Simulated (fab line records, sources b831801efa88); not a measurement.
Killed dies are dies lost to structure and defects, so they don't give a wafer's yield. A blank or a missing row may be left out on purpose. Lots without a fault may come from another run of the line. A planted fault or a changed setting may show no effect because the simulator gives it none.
Which tool did it? | flow sky130 | 13 lots, 39 wafers sampled, at 4 steps of a route of 708

WHAT THE GAUGES READ, wafer by wafer
SKY_LOCAL_INTERCONNECT_THK_MEAS_02: measures by xrf.
lot  | measured     | on            | LOCAL_INTERCONNECT_TIN_THK (nm)
L258 | day 29 05:38 | film_metro-02 | 102.8 100.6 100.4
L259 | day 29 09:08 | film_metro-03 | 102.1 100.5 102.9
L262 | day 30 22:49 | film_metro-04 | 99.1 97.6 97.9
L261 | day 31 00:22 | film_metro-03 | 101.2 100.5 101.0
L263 | day 33 15:31 | film_metro-02 | 100.6 99.0 99.7
L264 | day 33 17:25 | film_metro-04 | 97.4 99.2 99.9
L265 | day 33 14:35 | film_metro-02 | 100.5 102.0 102.0
L267 | day 33 14:46 | film_metro-04 | 99.2 100.8 99.5
L270 | day 33 18:37 | film_metro-02 | 96.4 97.1 98.2
L274 | day 34 12:26 | film_metro-03 | 99.8 101.7 101.3
L275 | day 34 16:40 | film_metro-03 | 101.6 100.8 101.7
L278 | day 35 14:50 | film_metro-03 | 100.3 102.0 102.1
L279 | day 37 03:52 | film_metro-04 | 101.5 99.9 102.5

SKY_LOCAL_INTERCONNECT_CD_MEAS_11: target cd 170 nm.
lot  | measured     | on        | cd_nm (nm)
L258 | day 30 10:06 | cd_sem-02 | 171.0 172.2 172.7
L259 | day 30 12:45 | cd_sem-01 | 169.6 169.0 169.7
L262 | day 32 01:59 | cd_sem-02 | 167.6 168.2 169.0
L261 | day 32 03:29 | cd_sem-02 | 169.1 170.7 171.3
L263 | day 34 17:50 | cd_sem-01 | 169.3 173.0 170.8
L264 | day 34 20:03 | cd_sem-01 | 171.8 170.4 171.9
L265 | day 34 16:53 | cd_sem-02 | 168.2 167.1 168.4
L267 | day 34 17:23 | cd_sem-02 | 171.1 171.7 170.4
L270 | day 34 21:20 | cd_sem-02 | 169.7 170.8 171.2
L274 | day 35 15:05 | cd_sem-01 | 168.1 168.8 167.7
L275 | day 35 19:01 | cd_sem-01 | 168.4 169.2 169.1
L278 | day 36 15:57 | cd_sem-02 | 169.2 169.2 169.2
L279 | day 38 05:54 | cd_sem-01 | 173.2 172.0 171.0

WHICH TOOL RAN EACH LOT (tool, then ch and the chambers of the sampled wafers, then the start)
lot  | SKY_NWELL_IMPLANT_13           | SKY_NWELL_STRIP_25
L258 | implanter-02 ch 0, day 4 20:28 | plasma_asher-04 ch 0,1, day 5 14:13
L259 | implanter-01 ch 0, day 5 02:28 | plasma_asher-04 ch 0,1, day 5 20:17
L262 | implanter-02 ch 0, day 6 00:25 | plasma_asher-01 ch 0,1, day 6 18:25
L261 | implanter-01 ch 0, day 6 00:46 | plasma_asher-04 ch 0,1, day 6 19:47
L263 | implanter-01 ch 0, day 6 04:55 | plasma_asher-04 ch 0,1, day 6 23:54
L264 | implanter-02 ch 0, day 6 07:34 | plasma_asher-01 ch 0,1, day 7 02:02
L265 | implanter-01 ch 0, day 6 13:25 | plasma_asher-03 ch 0,1, day 7 08:04
L267 | implanter-04 ch 0, day 7 00:27 | plasma_asher-04 ch 0,1, day 7 20:13
L270 | implanter-01 ch 0, day 7 16:28 | plasma_asher-04 ch 0,1, day 8 13:15
L274 | implanter-04 ch 0, day 8 19:12 | plasma_asher-03 ch 0,1, day 9 16:56
L275 | implanter-04 ch 0, day 8 22:25 | plasma_asher-01 ch 0,1, day 9 19:44
L278 | implanter-01 ch 0, day 9 14:40 | plasma_asher-01 ch 0, day 10 11:57
L279 | implanter-01 ch 0, day 9 20:14 | plasma_asher-04 ch 0,1, day 10 18:34
- SKY_NWELL_IMPLANT_13
- SKY_NWELL_STRIP_25: strips in O2/N2.

WHAT THE TOOLS THEMSELVES READ (means of the sampled wafers that have a number; where no wafer has one, the mark that the record gives instead)
SKY_NWELL_IMPLANT_13.
lot  | tool         | dose_ions_cm2 | faraday_current_uA
L258 | implanter-02 | 7e+11         | 3.97
L259 | implanter-01 | 7e+11         | 4.00
L262 | implanter-02 | 7e+11         | 3.95
L261 | implanter-01 | 7e+11         | 3.89
L263 | implanter-01 | 7e+11         | 3.95
L264 | implanter-02 | 7e+11         | 4.00
L265 | implanter-01 | 7e+11         | 3.94
L267 | implanter-04 | 7e+11         | 3.95
L270 | implanter-01 | 7e+11         | 3.95
L274 | implanter-04 | 6e+11         | 3.43
L275 | implanter-04 | 6e+11         | 3.47
L278 | implanter-01 | 7e+11         | 3.89
L279 | implanter-01 | 7e+11         | 3.95

SKY_NWELL_STRIP_25.
lot  | tool            | drypump_motor_current_A (A) | o2_flow_sccm (sccm) | oes_product_au (a.u.) | strip_time_to_endpoint_s (s)
L258 | plasma_asher-04 | 6.0                         | 2999                | 0.726                 | 36.83
L259 | plasma_asher-04 | 6.0                         | 3005                | 0.720                 | 36.83
L262 | plasma_asher-01 | 5.2                         | 3008                | 0.726                 | 36.81
L261 | plasma_asher-04 | 6.1                         | 3002                | 0.723                 | 36.81
L263 | plasma_asher-04 | 6.1                         | 2991                | 0.726                 | 36.98
L264 | plasma_asher-01 | 5.4                         | 2990                | 0.716                 | 36.96
L265 | plasma_asher-03 | 5.4                         | 3002                | 0.720                 | 37.00
L267 | plasma_asher-04 | 6.1                         | 3005                | 0.717                 | 36.82
L270 | plasma_asher-04 | 6.0                         | 2991                | 0.720                 | 36.92
L274 | plasma_asher-03 | 5.4                         | 2993                | 0.723                 | 36.97
L275 | plasma_asher-01 | 5.2                         | 2998                | 0.723                 | 37.10
L278 | plasma_asher-01 | 5.5                         | 3001                | 0.718                 | 36.75
L279 | plasma_asher-04 | 6.0                         | 2997                | 0.724                 | 36.98

THE ANSWER, worked out from the rows above alone
Rule: what is usual is taken from the lots themselves. Put in order of their means at a reading, lots are off if they are a third of the lots or fewer, leave a main group of 4 or more, and stand apart from it by a gap of 3 or more times the standard deviation of the main group's means; of several such gaps the widest counts. A main group whose means are all the same, to the digits that the tables above print for the reading, isn't used. A lot without any number at a reading at which 4 lots or more have one is off too. The other lots that the step has rows for count as sound. The gauges are gone through in route order, then the tools' own readings, and for those a lot's mean is taken as printed above. The first step at which some lot is off is used, and at that step the reading that is off furthest; a lot without a number counts as furthest.
Off: L274, L275, at SKY_NWELL_IMPLANT_13 (faraday_current_uA). The main group: mean 3.95, standard deviation 0.034.
A tool fits if, at that step or a process step before it, it ran every lot that is off, and no sound lot after the first of them. One fits: implanter-04 at SKY_NWELL_IMPLANT_13. Its last sound lot is L267 (day 7 00:27), its first lot that is off L274 (day 8 19:12): a fault that began between those two fits.
The tool's own readings at SKY_NWELL_IMPLANT_13 bear it out: on the lots that are off they differ by more than 5 times the standard deviation of the sound lots' means. dose_ions_cm2 reads 6e+11 there against 7e+11 on the sound lots; faraday_current_uA reads 3.45 there against 3.95 on the sound lots.

WHAT THE SIMULATOR HAD PUT IN
Process parameter drift: implanter-04, from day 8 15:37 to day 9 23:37, at SKY_NWELL_IMPLANT_13. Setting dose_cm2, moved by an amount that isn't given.
Lots struck among those shown: L274, L275. The rule above found the same.
